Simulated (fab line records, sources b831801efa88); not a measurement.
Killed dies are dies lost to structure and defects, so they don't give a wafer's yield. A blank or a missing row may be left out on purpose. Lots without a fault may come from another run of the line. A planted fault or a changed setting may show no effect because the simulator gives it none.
fab line records | flow sky130
record lots=24 wafers=72 last_day=51
route steps=708 shown FIELD_ISO@26 VT_ADJUST_HVTR@141 RES_PROTECT@214 SPACER@305 VIA4@641 PASSIVATION@683
lots that met no fault: from a run of the same line without faults
start_h: hours from the record's first day to the start of the lot's first wafer shown | wait_h: hours since the lot's step before | " the same as in the row above | L1.1+2: a row that stands for several wafers | - no value, or no start given | * or withheld: withheld | < > ~ a bound
route shown NAME@n: a module of which the file shows steps, and the number in the route of the first | usual: mean/standard deviation of fault-free wafers | same: alike in all rows | chamber/n: place in a boat | sites: the reading at each site | _std_site: their standard deviation | _edge_site: outer sites' mean less inner sites' | radius_mm: how far each site lies from the wafer's centre | mask NAME#n: copy n | behind: the tool/chamber that last shaped the wafer | hold: why the lot was held/for how many hours/how that ended | device: the transistor (n, p or np) that didn't switch | end of line: the same wafers' tests at the end of the route | a step without rows: its recipe alone | killed: dies lost to structure and defects at the first sort, not the wafer's yield | map: a wafer's dies, x killed, . not, _ none there
set.NAME: the setting as run; set.NAME@STEP: as run at that earlier step | model.NAME: the simulator's own value behind a step, which no gauge read
steps of the route over a sample of lots; a table a step, a row a wafer
services: from which hour (start_h, from the record's first day; less than 0 if before it) a tool's chamber was out of use, for how many hours, and why
## steps
# step SKY_FIELD_ISO_THK_MEAS_25
# recipe reads=SiO2_of_FIELD_ISO_CVD_24
# usual FIELD_ISO_CVD_24_THK=597/6.4
# columns lot.wafer tool chamber start_h wait_h FIELD_ISO_CVD_24_THK[nm]
L074.1 film_metro-01 - 34.50 0.0 606
L074.3 " - " " 606
L074.4 " - " " 604
L075.1 film_metro-03 - 40.54 0.0 596
L075.4 " - " " 604
L075.6 " - " " 596
L076.1 film_metro-04 - 43.30 0.0 593
L076.2 " - " " 598
L076.4 " - " " 602
L077.4 film_metro-03 - 49.91 0.0 585
L077.5 " - " " 605
L077.6 " - " " 602
L078.1 film_metro-04 - 53.47 0.0 602
L078.3 " - " " 609
L078.6 " - " " 591
L079.3 film_metro-03 - 58.67 0.1 597
L079.5 " - " " 594
L079.6 " - " " 605
L080.2 film_metro-03 - 62.95 0.0 591
L080.4 " - " " 604
L080.5 " - " " 592
L081.1 film_metro-04 - 68.08 0.0 594
L081.2 " - " " 611
L081.3 " - " " 599
L082.2 film_metro-03 - 74.62 0.0 611
L082.5 " - " " 604
L082.6 " - " " 597
L083.2 film_metro-03 - 77.58 0.0 604
L083.4 " - " " 593
L083.6 " - " " 601
L084.1 film_metro-01 - 83.68 0.0 600
L084.4 " - " " 602
L084.6 " - " " 595
L085.1 film_metro-01 - 89.50 0.0 590
L085.4 " - " " 599
L085.5 " - " " 592
L086.1 film_metro-01 - 96.58 0.0 603
L086.4 " - " " 596
L086.5 " - " " 587
L087.3 film_metro-01 - 99.27 0.1 587
L087.4 " - " " 598
L087.6 " - " " 598
L088.3 film_metro-03 - 105.11 0.1 598
L088.4 " - " " 606
L088.5 " - " " 611
L089.1 film_metro-03 - 110.61 0.0 605
L089.2 " - " " 598
L089.5 " - " " 602
L090.3 film_metro-01 - 119.14 0.1 598
L090.4 " - " " 586
L090.5 " - " " 603
L091.1 film_metro-03 - 121.99 0.0 582
L091.3 " - " " 604
L091.6 " - " " 595
L092.1 film_metro-03 - 125.96 0.0 599
L092.5 " - " " 593
L092.6 " - " " 611
L093.2 film_metro-04 - 129.16 0.0 588
L093.3 " - " " 600
L093.4 " - " " 599
L094.2 film_metro-03 - 135.90 0.0 586
L094.3 " - " " 582
L094.4 " - " " 589
L095.1 film_metro-03 - 141.32 0.1 598
L095.4 " - " " 591
L095.5 " - " " 597
L096.1 film_metro-04 - 145.08 0.1 590
L096.4 " - " " 600
L096.6 " - " " 595
L097.1 film_metro-03 - 150.77 0.0 589
L097.3 " - " " 607
L097.4 " - " " 601
# step SKY_VT_ADJUST_HVTR_STRIP_10
# recipe chemistry=O2/N2 power_w=1400 pressure_mtorr=1500 platen_temp_c=withheld o2_flow_sccm=3000 n2_flow_sccm=300 overash_fraction=0.5
# usual drypump_motor_current_A=5.7/0.53 oes_product_au=0.715/0.0047 strip_time_to_endpoint_s=14.18/0.043
# same overash_fraction=0.5
# columns lot.wafer tool chamber start_h wait_h drypump_motor_current_A oes_product_au rf_hours_counter_h strip_time_to_endpoint_s
L074.1 plasma_asher-01 1 213.93 0.1 6.3 0.713 39 14.16
L074.3 " 0 " " 5.3 0.723 - 14.13
L074.4 " 1 " " 6.4 0.710 - 14.13
L075.1 plasma_asher-04 0 224.27 0.1 6.4 0.711 57 14.20
L075.4 " 0 " " 6.4 0.724 - 14.22
L075.6 " 0 " " 6.4 0.710 - 14.19
L076.1 plasma_asher-02 0 229.28 0.1 5.2 0.719 12 14.22
L076.2 " 1 " " 5.2 0.722 12 14.27
L076.4 " 0 " " 5.2 0.716 - 14.23
L077.4 plasma_asher-02 1 236.22 0.1 5.2 0.718 - 14.20
L077.5 " 1 " " 5.2 0.716 - 14.18
L077.6 " 0 " " 5.2 0.712 - 14.13
L078.1 plasma_asher-04 0 246.29 0.1 6.4 0.713 59 14.14
L078.3 " 0 " " 6.4 0.708 - 14.19
L078.6 " 1 " " 6.0 0.717 - 14.17
L079.3 plasma_asher-02 0 249.52 0.1 5.2 0.718 - 14.16
L079.5 " 1 " " 5.2 0.718 - 14.16
L079.6 " 0 " " 5.2 0.724 - 14.17
L080.2 plasma_asher-01 1 256.37 0.1 6.4 0.715 43 14.11
L080.4 " 1 " " 6.4 0.719 - 14.14
L080.5 " 1 " " 6.3 0.722 - 14.14
L081.1 plasma_asher-01 1 262.83 0.1 6.4 0.710 44 14.15
L081.2 " 0 " " 5.2 0.720 44 14.19
L081.3 " 1 " " 6.4 0.714 - 14.17
L082.2 plasma_asher-02 0 281.37 0.1 5.2 0.710 17 14.07
L082.5 " 1 " " 5.2 0.715 - 14.10
L082.6 " 0 " " 5.2 0.716 - 14.07
L083.2 plasma_asher-02 0 283.77 0.1 5.2 0.715 17 14.14
L083.4 " 1 " " 5.2 0.708 - 14.15
L083.6 " 0 " " 5.2 0.715 - 14.16
L084.1 plasma_asher-04 1 284.93 0.1 6.0 0.712 63 14.22
L084.4 " 0 " " 6.4 0.709 - 14.18
L084.6 " 0 " " 6.4 0.728 - 14.18
L085.1 plasma_asher-04 0 288.42 0.1 6.4 0.710 64 14.21
L085.4 " 1 " " 6.0 0.711 - 14.22
L085.5 " 0 " " 6.4 0.717 - 14.19
L086.1 plasma_asher-02 0 311.19 0.1 5.2 0.716 20 14.14
L086.4 " 0 " " 5.2 0.716 - 14.20
L086.5 " 1 " " 5.2 0.716 - 14.16
L087.3 plasma_asher-04 1 311.61 0.1 6.1 0.708 - 14.24
L087.4 " 0 " " 6.4 0.712 - 14.24
L087.6 " 1 " " 6.1 0.723 - 14.22
L088.3 plasma_asher-04 0 313.72 0.1 6.3 0.717 - 14.23
L088.4 " 1 " " 6.0 0.709 - 14.28
L088.5 " 0 " " 6.4 0.713 - 14.24
L089.1 plasma_asher-01 1 332.62 0.1 6.4 0.708 49 14.15
L089.2 " 0 " " 5.2 0.713 49 14.18
L089.5 " 1 " " 6.4 0.719 - 14.21
L090.3 plasma_asher-02 0 335.90 0.1 5.2 0.718 - 14.17
L090.4 " 1 " " 5.2 0.713 - 14.17
L090.5 " 1 " " 5.2 0.719 - 14.20
L091.1 plasma_asher-02 0 338.97 0.1 5.2 0.724 23 14.22
L091.3 " 0 " " 5.2 0.716 - 14.20
L091.6 " 1 " " 5.2 0.719 - 14.21
L092.1 plasma_asher-02 0 341.39 0.1 5.2 0.713 24 14.13
L092.5 " 0 " " 5.2 0.707 - 14.15
L092.6 " 1 " " 5.2 0.712 - 14.17
L093.2 plasma_asher-01 0 341.86 0.1 5.3 0.716 50 14.13
L093.3 " 1 " " 6.4 0.722 - 14.13
L093.4 " 0 " " 5.3 0.706 - 14.16
L094.2 plasma_asher-04 0 365.58 0.1 6.3 0.718 71 14.18
L094.3 " 1 " " 6.1 0.713 - 14.17
L094.4 " 0 " " 6.4 0.717 - 14.19
L095.1 plasma_asher-01 0 367.67 0.1 5.3 0.719 52 14.27
L095.4 " 0 " " 5.3 0.721 - 14.26
L095.5 " 0 " " 5.2 0.710 - 14.28
L096.1 plasma_asher-01 1 369.14 0.1 6.4 0.715 53 14.14
L096.4 " 1 " " 6.3 0.721 - 14.17
L096.6 " 0 " " 5.3 0.711 - 14.21
L097.1 plasma_asher-02 0 386.08 0.1 5.2 0.722 28 14.19
L097.3 " 1 " " 5.2 0.706 - 14.15
L097.4 " 0 " " 5.2 0.713 - 14.16
# step SKY_RES_PROTECT_STRIP_07
# recipe chemistry=O2/N2 power_w=1400 pressure_mtorr=1500 platen_temp_c=withheld o2_flow_sccm=3000 n2_flow_sccm=300 overash_fraction=0.5
# usual drypump_motor_current_A=5.7/0.53 oes_product_au=0.518/0.0044 strip_time_to_endpoint_s=23.30/0.047
# same overash_fraction=0.5
# columns lot.wafer tool chamber start_h wait_h drypump_motor_current_A oes_product_au rf_hours_counter_h strip_time_to_endpoint_s
L074.1 plasma_asher-02 1 357.52 0.1 5.2 0.513 25 23.28
L074.3 " 0 " " 5.2 0.521 - 23.28
L074.4 " 1 " " 5.2 0.523 - 23.31
L076.1 plasma_asher-02 0 377.87 0.1 5.2 0.522 27 23.36
L076.2 " 1 " " 5.2 0.525 27 23.37
L076.4 " 1 " " 5.2 0.516 - 23.30
L075.1 plasma_asher-01 1 378.17 0.1 6.4 0.524 54 23.34
L075.4 " 1 " " 6.4 0.527 - 23.31
L075.6 " 1 " " 6.3 0.513 - 23.29
L077.4 plasma_asher-02 1 380.70 0.1 5.2 0.518 - 23.30
L077.5 " 1 " " 5.2 0.521 - 23.32
L077.6 " 0 " " 5.2 0.518 - 23.36
L078.1 plasma_asher-04 1 399.12 0.1 6.0 0.518 74 23.22
L078.3 " 0 " " 6.4 0.515 - 23.27
L078.6 " 0 " " 6.4 0.518 - 23.26
L079.3 plasma_asher-04 0 404.57 0.1 6.4 0.521 - 23.30
L079.5 " 1 " " 6.0 0.513 - 23.31
L079.6 " 0 " " 6.4 0.521 - 23.35
L080.2 plasma_asher-01 1 407.02 0.1 6.3 0.518 57 23.31
L080.4 " 0 " " 5.3 0.519 - 23.30
L080.5 " 0 " " 5.2 0.516 - 23.25
L081.1 plasma_asher-04 1 410.62 0.1 6.1 0.517 75 23.25
L081.2 " 0 " " 6.3 0.519 75 23.30
L081.3 " 0 " " 6.3 0.514 - 23.25
L082.2 plasma_asher-04 0 430.33 0.1 6.4 0.524 0 23.27
L082.5 " 0 " " 6.4 0.513 - 23.27
L082.6 " 1 " " 6.0 0.518 - 23.30
L083.2 plasma_asher-04 0 436.58 0.1 6.4 0.522 1 23.26
L083.4 " 1 " " 6.0 0.519 - 23.27
L083.6 " 0 " " 6.4 0.517 - 23.24
L084.1 plasma_asher-01 0 440.83 0.1 5.3 0.515 60 23.25
L084.4 " 0 " " 5.3 0.513 - 23.25
L084.6 " 0 " " 5.3 0.522 - 23.30
L085.1 plasma_asher-01 0 450.63 0.1 5.2 0.513 61 23.26
L085.4 " 1 " " 6.3 0.524 - 23.30
L085.5 " 0 " " 5.3 0.519 - 23.29
L087.3 plasma_asher-04 0 468.05 0.1 6.4 0.517 - 23.28
L087.4 " 1 " " 6.0 0.511 - 23.24
L087.6 " 1 " " 6.0 0.507 - 23.27
L086.1 plasma_asher-04 1 468.92 0.1 6.0 0.521 4 23.29
L086.4 " 1 " " 6.0 0.521 - 23.31
L086.5 " 1 " " 6.0 0.512 - 23.29
L088.3 plasma_asher-01 1 470.21 0.1 6.3 0.513 - 23.26
L088.4 " 0 " " 5.3 0.513 - 23.31
L088.5 " 1 " " 6.3 0.518 - 23.26
L089.1 plasma_asher-01 1 490.98 0.1 6.4 0.518 65 23.32
L089.2 " 0 " " 5.3 0.510 65 23.28
L089.5 " 0 " " 5.3 0.522 - 23.31
L090.3 plasma_asher-02 1 495.51 0.1 5.2 0.513 - 23.20
L090.4 " 0 " " 5.2 0.517 - 23.29
L090.5 " 0 " " 5.2 0.512 - 23.18
L091.1 plasma_asher-04 0 498.32 0.1 6.3 0.517 7 23.29
L091.3 " 0 " " 6.4 0.526 - 23.36
L091.6 " 1 " " 6.0 0.519 - 23.37
L092.1 plasma_asher-02 1 502.52 0.1 5.2 0.519 38 23.33
L092.5 " 0 " " 5.2 0.515 - 23.29
L092.6 " 1 " " 5.2 0.518 - 23.27
L093.2 plasma_asher-02 1 506.98 0.1 5.2 0.524 39 23.37
L093.3 " 1 " " 5.2 0.514 - 23.38
L093.4 " 0 " " 5.2 0.525 - 23.29
L094.2 plasma_asher-02 1 529.47 0.1 5.2 0.522 41 23.40
L094.3 " 1 " " 5.2 0.517 - 23.39
L094.4 " 0 " " 5.1 0.518 - 23.40
L095.1 plasma_asher-02 0 532.52 0.1 5.2 0.516 41 23.34
L095.4 " 1 " " 5.2 0.520 - 23.40
L095.5 " 1 " " 5.2 0.512 - 23.37
L096.1 plasma_asher-01 0 534.13 0.1 5.3 0.517 69 23.38
L096.4 " 1 " " 6.4 0.520 - 23.35
L096.6 " 0 " " 5.3 0.527 - 23.32
L097.1 plasma_asher-01 0 551.93 0.1 5.3 0.517 71 23.27
L097.3 " 0 " " 5.3 0.519 - 23.29
L097.4 " 1 " " 6.3 0.511 - 23.31
# step SKY_SPACER_THK_MEAS_01
# recipe reads=Si3N4_of_SPACER_CVD_00
# usual SPACER_CVD_00_THK=42.9/0.3
# columns lot.wafer tool chamber start_h wait_h SPACER_CVD_00_THK[nm]
L074.1 film_metro-02 - 548.13 0.0 42.9
L074.3 " - " " 42.7
L074.4 " - " " 42.9
L076.1 film_metro-03 - 568.63 0.0 42.5
L076.2 " - " " 43.2
L076.4 " - " " 43.1
L077.4 film_metro-02 - 572.04 0.0 42.8
L077.5 " - " " 42.3
L077.6 " - " " 42.5
L075.1 film_metro-02 - 573.21 0.0 42.7
L075.4 " - " " 42.8
L075.6 " - " " 43.1
L078.1 film_metro-02 - 592.31 0.0 43.2
L078.3 " - " " 42.9
L078.6 " - " " 43.1
L079.3 film_metro-02 - 595.95 0.1 43.1
L079.5 " - " " 43.1
L079.6 " - " " 43.2
L081.1 film_metro-03 - 601.03 0.0 43.0
L081.2 " - " " 42.9
L081.3 " - " " 42.9
L080.2 film_metro-02 - 602.66 0.0 42.6
L080.4 " - " " 42.9
L080.5 " - " " 43.2
L082.2 film_metro-02 - 623.44 0.0 43.3
L082.5 " - " " 43.5
L082.6 " - " " 43.1
L083.2 film_metro-02 - 626.59 0.0 42.9
L083.4 " - " " 43.1
L083.6 " - " " 43.2
L084.1 film_metro-01 - 629.89 0.0 42.6
L084.4 " - " " 42.7
L084.6 " - " " 42.8
L085.1 film_metro-01 - 643.04 0.0 42.6
L085.4 " - " " 42.6
L085.5 " - " " 42.8
L087.3 film_metro-01 - 655.45 0.0 42.9
L087.4 " - " " 42.9
L087.6 " - " " 42.8
L086.1 film_metro-03 - 658.11 0.0 42.5
L086.4 " - " " 42.5
L086.5 " - " " 42.4
L088.3 film_metro-02 - 660.38 0.0 42.7
L088.4 " - " " 42.8
L088.5 " - " " 43.0
L089.1 film_metro-01 - 677.14 0.0 42.9
L089.2 " - " " 42.8
L089.5 " - " " 42.7
L091.1 film_metro-02 - 683.57 0.0 43.0
L091.3 " - " " 43.0
L091.6 " - " " 43.4
L090.3 film_metro-03 - 683.59 0.0 43.2
L090.4 " - " " 43.3
L090.5 " - " " 43.2
L092.1 film_metro-03 - 687.62 0.0 44.0
L092.5 " - " " 43.4
L092.6 " - " " 43.6
L093.2 film_metro-03 - 691.47 0.0 43.2
L093.3 " - " " 43.1
L093.4 " - " " 43.0
L094.2 film_metro-03 - 712.10 0.0 43.0
L094.3 " - " " 43.4
L094.4 " - " " 43.3
L095.1 film_metro-02 - 716.29 0.0 42.7
L095.4 " - " " 42.7
L095.5 " - " " 43.1
L096.1 film_metro-02 - 717.49 0.0 42.8
L096.4 " - " " 42.9
L096.6 " - " " 43.2
L097.1 film_metro-02 - 734.58 0.0 42.6
L097.3 " - " " 42.9
L097.4 " - " " 43.0
# step SKY_VIA4_CMP_02
# recipe material=SiO2 down_force_psi=4 platen_rpm=60 pad_velocity_m_s=0.94248
# usual motor_current_A=11.9/1.4
# columns lot.wafer tool chamber start_h wait_h motor_current_A
L074.4 cmp-01 0 1003.55 0.0 14.7
L074.3 " 1 " " 12.1
L074.1 " 3 " " 11.2
L076.2 cmp-01 1 1020.82 0.0 12.3
L076.1 " 3 " " 10.2
L076.4 " 0 " " 14.7
L077.4 cmp-02 2 1024.10 0.0 12.6
L077.5 " 2 " " 12.0
L077.6 " 3 " " 11.2
L075.1 cmp-02 2 1026.01 0.1 12.1
L075.4 " 1 " " 12.0
L075.6 " 3 " " 11.7
L078.3 cmp-02 2 1040.13 0.0 12.1
L078.1 " 1 " " 11.6
L078.6 " 2 " " 12.5
L079.3 cmp-02 0 1040.84 0.0 9.4
L079.5 " 0 " " 9.8
L079.6 " 1 " " 12.3
L081.2 cmp-01 1 1048.28 0.0 11.9
L081.1 " 2 " " 11.0
L081.3 " 0 " " 15.4
L080.4 cmp-02 3 1050.03 0.1 11.8
L080.2 " 1 " " 11.5
L080.5 " 2 " " 11.6
L082.2 cmp-01 3 1063.97 0.0 11.0
L082.5 " 3 " " 11.1
L082.6 " 0 " " 14.9
L083.4 cmp-02 3 1064.62 0.0 11.9
L083.2 " 1 " " 12.6
L083.6 " 3 " " 11.9
L084.4 cmp-01 3 1067.59 0.1 11.7
L084.1 " 0 " " 14.6
L084.6 " 2 " " 10.6
L085.1 cmp-01 0 1076.83 0.1 14.7
L085.4 " 1 " " 12.4
L085.5 " 0 " " 14.2
L087.3 cmp-02 1 1088.60 0.0 12.2
L087.4 " 3 " " 11.8
L087.6 " 2 " " 12.0
L086.1 cmp-01 1 1090.71 0.1 12.3
L086.4 " 0 " " 14.4
L086.5 " 1 " " 11.7
L088.3 cmp-01 2 1094.68 0.3 11.2
L088.4 " 3 " " 11.0
L088.5 " 2 " " 11.2
L089.2 cmp-02 3 1104.37 0.0 11.5
L089.1 " 0 " " 10.0
L089.5 " 3 " " 12.0
L090.3 cmp-02 1 1106.19 0.1 12.0
L090.4 " 2 " " 12.4
L090.5 " 1 " " 12.0
L091.1 cmp-01 3 1108.27 0.1 11.4
L091.3 " 0 " " 14.6
L091.6 " 2 " " 11.7
L092.1 cmp-02 3 1111.94 0.1 11.6
L092.5 " 1 " " 12.0
L092.6 " 2 " " 12.1
L093.2 cmp-02 0 1114.37 0.0 9.4
L093.4 " 2 " " 12.2
L093.3 " 3 " " 11.6
L094.2 cmp-01 1 1129.79 0.1 11.9
L094.4 " 2 " " 11.4
L094.3 " 3 " " 11.8
L095.1 cmp-02 0 1131.67 0.1 10.4
L095.4 " 1 " " 11.9
L095.5 " 0 " " 10.2
L096.4 cmp-01 0 1134.65 0.0 14.7
L096.1 " 2 " " 10.9
L096.6 " 1 " " 12.1
L097.3 cmp-01 0 1145.05 0.0 14.9
L097.1 " 1 " " 12.0
L097.4 " 3 " " 11.6
# step SKY_PASSIVATION_CVD_02
# recipe material=Si3N4 target_thk_nm=540 temp_c=400 time_s=withheld rf_w=450
# usual heater_power_w=740/69
# columns lot.wafer tool chamber start_h wait_h heater_power_w
L074.1 pecvd-04 1 1052.59 0.1 891
L074.3 " 2 " " 793
L074.4 " 1 " " 710
L076.1 pecvd-03 1 1069.18 0.1 760
L076.2 " 2 " " 824
L076.4 " 0 " " 715
L077.4 pecvd-03 2 1072.07 0.1 763
L077.5 " 0 " " 727
L077.6 " 1 " " 770
L075.1 pecvd-04 1 1073.99 0.1 781
L075.4 " 2 " " 743
L075.6 " 1 " " 803
L078.1 pecvd-03 0 1087.48 0.1 702
L078.3 " 1 " " 756
L078.6 " 1 " " 767
L079.3 pecvd-01 1 1088.60 0.0 696
L079.5 " 1 " " 704
L079.6 " 0 " " 749
L081.1 pecvd-04 1 1094.56 0.1 884
L081.2 " 2 " " 781
L081.3 " 0 " " 705
L080.2 pecvd-03 1 1096.85 0.0 747
L080.4 " 0 " " 679
L080.5 " 2 " " 665
L082.2 pecvd-04 1 1109.04 0.0 737
L082.5 " 2 " " 806
L082.6 " 1 " " 778
L083.2 pecvd-01 2 1110.17 0.0 741
L083.4 " 1 " " 687
L083.6 " 2 " " 786
L084.1 pecvd-03 2 1113.33 0.1 752
L084.4 " 1 " " 740
L084.6 " 2 " " 809
L085.1 pecvd-03 2 1122.09 0.1 769
L085.4 " 0 " " 572
L085.5 " 1 " " 785
L087.3 pecvd-04 0 1132.98 0.0 612
L087.4 " 0 " " 640
L087.6 " 2 " " 802
L086.1 pecvd-01 2 1134.37 0.1 851
L086.4 " 0 " " 721
L086.5 " 1 " " 677
L088.3 pecvd-01 2 1138.57 0.0 807
L088.4 " 1 " " 564
L088.5 " 2 " " 831
L089.1 pecvd-03 0 1147.43 0.1 620
L089.2 " 1 " " 791
L089.5 " 2 " " 679
L090.3 pecvd-01 1 1149.43 0.0 649
L090.4 " 1 " " 668
L090.5 " 0 " " 723
L091.1 pecvd-04 0 1151.52 0.1 730
L091.3 " 2 " " 743
L091.6 " 1 " " 824
L092.1 pecvd-03 0 1154.57 0.1 659
L092.5 " 2 " " 653
L092.6 " 1 " " 755
L093.2 pecvd-01 2 1156.62 0.0 785
L093.3 " 1 " " 605
L093.4 " 0 " " 676
L094.2 pecvd-03 2 1170.22 0.0 806
L094.3 " 0 " " 671
L094.4 " 0 " " 686
L095.1 pecvd-04 1 1171.97 0.1 808
L095.4 " 0 " " 654
L095.5 " 1 " " 840
L096.1 pecvd-01 2 1174.07 0.1 845
L096.4 " 0 " " 696
L096.6 " 1 " " 666
L097.1 pecvd-04 1 1185.22 0.1 802
L097.3 " 0 " " 659
L097.4 " 1 " " 853
## services
# columns tool chamber start_h hours kind
plasma_asher-04 - 193.02 4.3 repair
plasma_asher-02 - 216.41 1.1 repair
plasma_asher-01 - 286.27 4.3 pm
plasma_asher-01 - 313.55 0.9 repair
plasma_asher-04 - 421.25 9.0 pm
plasma_asher-02 - 461.76 15.6 pm
plasma_asher-01 - 482.69 2.3 repair
plasma_asher-04 - 484.92 3.6 repair
plasma_asher-02 - 560.29 1.4 repair
plasma_asher-04 - 570.40 2.8 pm
plasma_asher-02 - 577.52 5.0 repair
plasma_asher-01 - 587.25 15.6 pm
plasma_asher-01 - 606.45 4.1 repair
plasma_asher-04 - 699.76 4.5 repair
plasma_asher-04 - 763.39 1.6 repair
plasma_asher-01 - 774.00 2.9 repair
plasma_asher-02 - 797.69 3.7 repair
plasma_asher-02 - 879.25 14.6 pm
plasma_asher-02 - 900.74 1.3 repair
plasma_asher-02 - 981.48 2.8 pm
plasma_asher-02 - 1000.12 1.1 repair
plasma_asher-04 - 1010.60 1.7 repair
plasma_asher-01 - 1055.25 9.0 pm
plasma_asher-01 - 1084.03 2.5 repair
## key
fault none
